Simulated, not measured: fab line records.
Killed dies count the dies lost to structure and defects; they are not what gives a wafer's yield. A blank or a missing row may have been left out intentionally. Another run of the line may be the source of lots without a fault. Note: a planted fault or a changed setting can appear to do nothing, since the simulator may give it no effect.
Which of the tools did it? | flow gf180mcu | 14 lots, 42 wafers sampled, at 3 steps of a route of 602

WHAT THE GAUGES READ, wafer by wafer
GF_V1_THK_MEAS_01. Usual: V1_CVD_00_THK gives 598 nm (standard deviation 5.7).
lot  | measured     | on            | V1_CVD_00_THK (nm) | flag
L182 | day 17 00:14 | film metro-04 | 604 602 604        |
L183 | day 17 10:49 | film metro-04 | 584 593 597        |
L184 | day 17 17:31 | film metro-02 | 591 597 589        |
L185 | day 18 02:50 | film metro-02 | 602 602 593        |
L187 | day 19 06:02 | film metro-01 | 599 600 604        |
L189 | day 19 22:17 | film metro-04 | 605 611 608        |
L190 | day 20 02:50 | film metro-02 | 605 609 610        |
L192 | day 20 23:39 | film metro-02 | 589 598 591        |
L193 | day 21 07:22 | film metro-02 | 605 600 601        |
L194 | day 21 15:11 | film metro-02 | 596 601 598        |
L200 | day 23 17:49 | film metro-02 | 593 603 598        |
L202 | day 24 04:50 | film metro-04 | 592 593 593        |
L203 | day 24 12:50 | film metro-01 | 603 597 600        |
L204 | day 24 19:29 | film metro-02 | 595 592 603        |

GF_M3_THK_MEAS_06: measures by xrf. Usual: M3_ALCU_THK gives 450 nm (standard deviation 6.6).
lot  | measured     | on            | M3_ALCU_THK (nm) | flag
L182 | day 20 02:53 | film metro-04 | 459 441 455      |
L183 | day 20 17:25 | film metro-02 | 470 453 457      |
L184 | day 20 22:51 | film metro-03 | 451 450 451      |
L185 | day 21 08:36 | film metro-02 | 454 450 448      |
L187 | day 22 10:43 | film metro-03 | 445 445 451      |
L189 | day 23 04:22 | film metro-03 | 459 449 455      |
L190 | day 23 06:29 | film metro-03 | 450 451 449      |
L192 | day 24 02:45 | film metro-04 | 442 448 439      |
L193 | day 24 09:57 | film metro-02 | 460 456 455      |
L194 | day 24 16:54 | film metro-02 | 452 459 458      |
L200 | day 26 16:29 | film metro-02 | 453 458 464      |
L202 | day 27 00:57 | film metro-04 | 443 441 438      |
L203 | day 27 07:27 | film metro-03 | 453 449 445      |
L204 | day 27 17:04 | film metro-04 | 442 442 440      |

TOOL THAT RAN EACH LOT (tool first, then ch and the chambers of the sampled wafers, then the start)
lot  | GF_DNWELL_IMPLANT_07
L182 | implanter-03 ch 0, day 2 18:42
L183 | implanter-03 ch 0, day 2 23:39
L184 | implanter-02 ch 0, day 3 05:27
L185 | implanter-03 ch 0, day 3 09:07
L187 | implanter-01 ch 0, day 3 22:42
L189 | implanter-02 ch 0, day 4 09:18
L190 | implanter-03 ch 0, day 4 12:40
L192 | implanter-03 ch 0, day 4 23:41
L193 | implanter-03 ch 0, day 5 05:24
L194 | implanter-02 ch 0, day 5 08:58
L200 | implanter-03 ch 0, day 6 18:04
L202 | implanter-02 ch 0, day 7 05:36
L203 | implanter-03 ch 0, day 7 10:54
L204 | implanter-02 ch 0, day 7 13:59
- GF_DNWELL_IMPLANT_07

AS READ BY THE TOOLS THEMSELVES (means over the sampled wafers that have a number; for cases with no such wafer, the mark the record gives instead)
GF_DNWELL_IMPLANT_07. Usual: 9.997e+12 for dose ions cm2, sd 1.2e+10.
lot  | tool         | dose ions cm2 | flag
L182 | implanter-03 | 9.996e+12     |
L183 | implanter-03 | 9.983e+12     |
L184 | implanter-02 | 1.000e+13     |
L185 | implanter-03 | 9.989e+12     |
L187 | implanter-01 | 9.995e+12     |
L189 | implanter-02 | 9.997e+12     |
L190 | implanter-03 | 9.978e+12     |
L192 | implanter-03 | 1.001e+13     |
L193 | implanter-03 | 1.002e+13     |
L194 | implanter-02 | 9.985e+12     |
L200 | implanter-03 | 1.000e+13     |
L202 | implanter-02 | 9.718e+12     | OFF
L203 | implanter-03 | 1.001e+13     |
L204 | implanter-02 | 9.718e+12     | OFF

THE ANSWER, worked out from the rows above alone
Rule: lot off if the mean of its wafers having a number is beyond 3 standard deviations from the usual mean. Also off: a lot with no number at a reading for which 4 or more lots have one. Where the step has rows for the other lots, those lots are counted as sound. After the gauges, taken in route order, come the tools' own readings; for these a lot's mean is taken, as printed above. At the first step where some lot is off, the reading lying furthest off is the one used; lots without a number count as furthest.
Off at GF_DNWELL_IMPLANT_07 (dose ions cm2): L202, L204.
A tool fits if, at that step or a process step before it, it ran every lot that is off, and no sound lot after the first of them. One fits: GF_DNWELL_IMPLANT_07 on implanter-02. A fault onset in the window from L194 (day 5 08:58, its last sound lot) to L202 (day 7 05:36, its first lot off) fits.
On the lots that are off, the tool's own readings at GF_DNWELL_IMPLANT_07 differ by more than 5 times the standard deviation of the sound lots' means, which bears it out; dose ions cm2 reads 9.718e+12 there versus 9.997e+12 on the sound lots.

WHAT THE SIMULATOR PUT IN
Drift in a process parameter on implanter-02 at GF_DNWELL_IMPLANT_07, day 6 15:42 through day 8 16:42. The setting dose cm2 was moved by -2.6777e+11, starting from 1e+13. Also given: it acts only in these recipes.
Lots struck among those shown: L202, L204. The rule above found the same.
